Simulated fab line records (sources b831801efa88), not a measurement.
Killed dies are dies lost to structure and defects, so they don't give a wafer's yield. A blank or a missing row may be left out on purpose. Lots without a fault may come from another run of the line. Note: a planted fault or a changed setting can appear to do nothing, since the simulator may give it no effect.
Which of the tools did it? + flow gf180mcu + 39 wafers from 13 lots sampled at 5 of the route's 602 steps

== WHAT EACH GAUGE READ, for each wafer ==
GF_DUAL_GATE_OVL_MEAS_11. Usual: DUAL_GATE_OVL -1.0 nm, standard deviation 1.4.
| lot  | measured     | on         | DUAL_GATE_OVL (nm) | flag |
|------|--------------|------------|--------------------|------|
| L603 | day 8 18:18  | overlay-02 | 0.9 0.2 0.0        |      |
| L606 | day 9 13:40  | overlay-02 | -2.9 -2.7 -3.0     |      |
| L607 | day 9 19:44  | overlay-02 | -3.6 -2.6 -1.9     |      |
| L608 | day 10 04:45 | overlay-02 | -0.5 0.2 -0.6      |      |
| L609 | day 10 09:37 | overlay-02 | -4.1 -3.0 -3.0     |      |
| L611 | day 10 21:31 | overlay-02 | -0.9 -0.7 -0.5     |      |
| L613 | day 11 11:41 | overlay-02 | 1.8 0.4 1.3        |      |
| L614 | day 11 19:06 | overlay-02 | -0.2 -1.4 0.2      |      |
| L615 | day 12 01:20 | overlay-02 | -2.4 -1.0 -1.6     |      |
| L618 | day 13 01:25 | overlay-01 | -2.7 -2.6 -1.7     |      |
| L621 | day 13 21:05 | overlay-02 | -0.1 0.1 0.3       |      |
| L623 | day 14 09:37 | overlay-02 | -1.3 -1.7 -1.0     |      |
| L625 | day 15 05:38 | overlay-02 | -1.2 -0.6 -0.5     |      |

GF_POLY_GATE_CD_MEAS_10 targets a cd of 280 nm. Usual: 280.0 nm for cd_nm, sd 1.5.
| lot  | measured     | on        | cd_nm (nm)        | flag |
|------|--------------|-----------|-------------------|------|
| L603 | day 9 14:55  | cd_sem-02 | 278.8 277.3 278.1 |      |
| L606 | day 10 12:40 | cd_sem-01 | 281.0 282.1 281.9 |      |
| L607 | day 10 17:15 | cd_sem-02 | 282.9 281.9 282.6 |      |
| L608 | day 11 03:47 | cd_sem-02 | 277.9 277.8 278.4 |      |
| L609 | day 11 08:23 | cd_sem-02 | 279.3 279.4 280.7 |      |
| L611 | day 11 19:16 | cd_sem-02 | 281.4 281.7 280.6 |      |
| L613 | day 12 10:07 | cd_sem-01 | 281.6 279.5 279.9 |      |
| L614 | day 12 17:43 | cd_sem-01 | 281.9 280.7 280.8 |      |
| L615 | day 13 01:08 | cd_sem-01 | 279.2 281.0 279.8 |      |
| L618 | day 14 01:43 | cd_sem-01 | 278.3 278.4 277.9 |      |
| L621 | day 14 22:17 | cd_sem-01 | 278.7 278.7 279.7 |      |
| L623 | day 15 10:05 | cd_sem-02 | 279.3 279.6 280.7 |      |
| L625 | day 16 07:08 | cd_sem-02 | 280.0 280.6 280.0 |      |

GF_HV_LDD_CD_MEAS_07 targets a cd of 400 nm. Usual: 400.0 nm for cd_nm, sd 2.1.
| lot  | measured     | on        | cd_nm (nm)                          | flag |
|------|--------------|-----------|-------------------------------------|------|
| L603 | day 10 12:01 | cd_sem-01 | 398.5 401.5 400.2                   |      |
| L606 | day 11 09:04 | cd_sem-02 | 400.2 397.9 399.2                   |      |
| L607 | day 11 13:34 | cd_sem-02 | 400.8 402.0 400.9                   |      |
| L608 | day 12 00:22 | cd_sem-02 | 396.6 397.7 395.7                   |      |
| L609 | day 12 05:28 | cd_sem-02 | 398.8 400.2 398.6                   |      |
| L611 | day 12 16:24 | cd_sem-01 | 399.7 401.0 400.8                   |      |
| L613 | day 13 07:02 | cd_sem-02 | 397.8 399.5 397.5                   |      |
| L614 | day 13 16:20 | cd_sem-01 | 403.7 404.3 400.6                   |      |
| L615 | day 13 23:10 | cd_sem-02 | 396.4 398.9 397.6                   |      |
| L618 | day 15 00:23 | cd_sem-01 | 398.9 399.7 400.4                   |      |
| L621 | day 15 22:01 | cd_sem-01 | 400.2 402.2 401.4                   |      |
| L623 | day 16 09:45 | cd_sem-01 | 318.0 318.8 320.1 317.6 318.8 319.8 | OFF  |
| L625 | day 17 08:31 | cd_sem-02 | 401.5 401.8 399.0                   |      |

== EACH LOT AND THE TOOL THAT RAN IT (in order: tool; ch and the chambers of the sampled wafers; start) ==
| lot  | GF_NWELL_STRIP_10                   | GF_HV_LDD_EXPOSE_04                 |
|------|-------------------------------------|-------------------------------------|
| L603 | plasma_asher-04 ch 0,1, day 3 16:13 | iline_stepper-01 ch 0, day 10 03:03 |
| L606 | plasma_asher-04 ch 0,1, day 4 06:24 | iline_stepper-01 ch 0, day 11 00:37 |
| L607 | plasma_asher-02 ch 0,1, day 4 11:38 | iline_stepper-02 ch 0, day 11 04:29 |
| L608 | plasma_asher-02 ch 0,1, day 4 15:48 | iline_stepper-02 ch 0, day 11 15:05 |
| L609 | plasma_asher-02 ch 0,1, day 4 21:52 | iline_stepper-02 ch 0, day 11 20:34 |
| L611 | plasma_asher-02 ch 0,1, day 5 08:16 | iline_stepper-02 ch 0, day 12 06:38 |
| L613 | plasma_asher-02 ch 0,1, day 5 19:51 | iline_stepper-01 ch 0, day 12 22:01 |
| L614 | plasma_asher-02 ch 0,1, day 5 23:40 | iline_stepper-02 ch 0, day 13 05:54 |
| L615 | plasma_asher-03 ch 0,1, day 6 05:19 | iline_stepper-02 ch 0, day 13 13:16 |
| L618 | plasma_asher-03 ch 0,1, day 7 00:07 | iline_stepper-02 ch 0, day 14 14:09 |
| L621 | plasma_asher-02 ch 0,1, day 7 15:37 | iline_stepper-02 ch 0, day 15 11:41 |
| L623 | plasma_asher-04 ch 0,1, day 8 02:08 | iline_stepper-02 ch 0, day 15 22:34 |
| L625 | plasma_asher-02 ch 0,1, day 8 15:26 | iline_stepper-01 ch 0, day 16 20:55 |
- GF_NWELL_STRIP_10: strips in O2/N2.
- GF_HV_LDD_EXPOSE_04: exposes mask Nplus LV AREA, target cd 400 nm.

== WHAT THE TOOLS THEMSELVES READ (means of the sampled wafers that have a number; where no wafer has one, the mark that the record gives instead) ==
GF_NWELL_STRIP_10. Usual: drypump_motor_current_A 5.59 A, standard deviation 0.19; heater_power_w 336 W, standard deviation 35; oes_product_au 0.722 a.u., standard deviation 0.0042; strip_time_to_endpoint_s 36.97 s, standard deviation 0.089.
| lot  | tool            | drypump_motor_current_A (A) | heater_power_w (W) | oes_product_au (a.u.) | strip_time_to_endpoint_s (s) | flag |
|------|-----------------|-----------------------------|--------------------|-----------------------|------------------------------|------|
| L603 | plasma_asher-04 | 5.42                        | 308                | 0.717                 | 36.84                        |      |
| L606 | plasma_asher-04 | 5.62                        | 287                | 0.726                 | 36.97                        |      |
| L607 | plasma_asher-02 | 5.52                        | 366                | 0.724                 | 37.04                        |      |
| L608 | plasma_asher-02 | 5.56                        | 364                | 0.723                 | 37.00                        |      |
| L609 | plasma_asher-02 | 5.55                        | 365                | 0.724                 | 36.97                        |      |
| L611 | plasma_asher-02 | 5.63                        | 348                | 0.721                 | 36.90                        |      |
| L613 | plasma_asher-02 | 5.54                        | 365                | 0.723                 | 37.06                        |      |
| L614 | plasma_asher-02 | 5.54                        | 365                | 0.725                 | 37.09                        |      |
| L615 | plasma_asher-03 | 5.63                        | 333                | 0.725                 | 36.96                        |      |
| L618 | plasma_asher-03 | 5.64                        | 332                | 0.725                 | 37.09                        |      |
| L621 | plasma_asher-02 | 5.64                        | 344                | 0.726                 | 37.06                        |      |
| L623 | plasma_asher-04 | 5.43                        | 302                | 0.724                 | 36.94                        |      |
| L625 | plasma_asher-02 | 5.64                        | 342                | 0.724                 | 36.88                        |      |

== THE ANSWER, worked out from the rows above alone ==
Rule: a lot is off if the mean of its wafers that have a number lies more than 3 standard deviations from the usual mean. A lot without any number at a reading at which 4 lots or more have one is off too. All remaining lots with rows at the step are treated as sound. First the gauges in route order, then the tools' own readings, where a lot's mean is used as printed above. At the first step where some lot is off, the reading lying furthest off is the one used; lots without a number count as furthest.
Off: L623, at GF_HV_LDD_CD_MEAS_07 (cd_nm).
A tool fits if, at a process step before that reading, it ran every lot that is off, and no sound lot after the first of them. Gauges at GF_HV_LDD_CD_MEAS_07: tried the same way as those tools. Can't be told from this: 3 tools fit, plasma_asher-04 at GF_NWELL_STRIP_10, iline_stepper-02 at GF_HV_LDD_EXPOSE_04, cd_sem-01 at GF_HV_LDD_CD_MEAS_07.

== WHAT HAD BEEN PUT IN BY THE SIMULATOR ==
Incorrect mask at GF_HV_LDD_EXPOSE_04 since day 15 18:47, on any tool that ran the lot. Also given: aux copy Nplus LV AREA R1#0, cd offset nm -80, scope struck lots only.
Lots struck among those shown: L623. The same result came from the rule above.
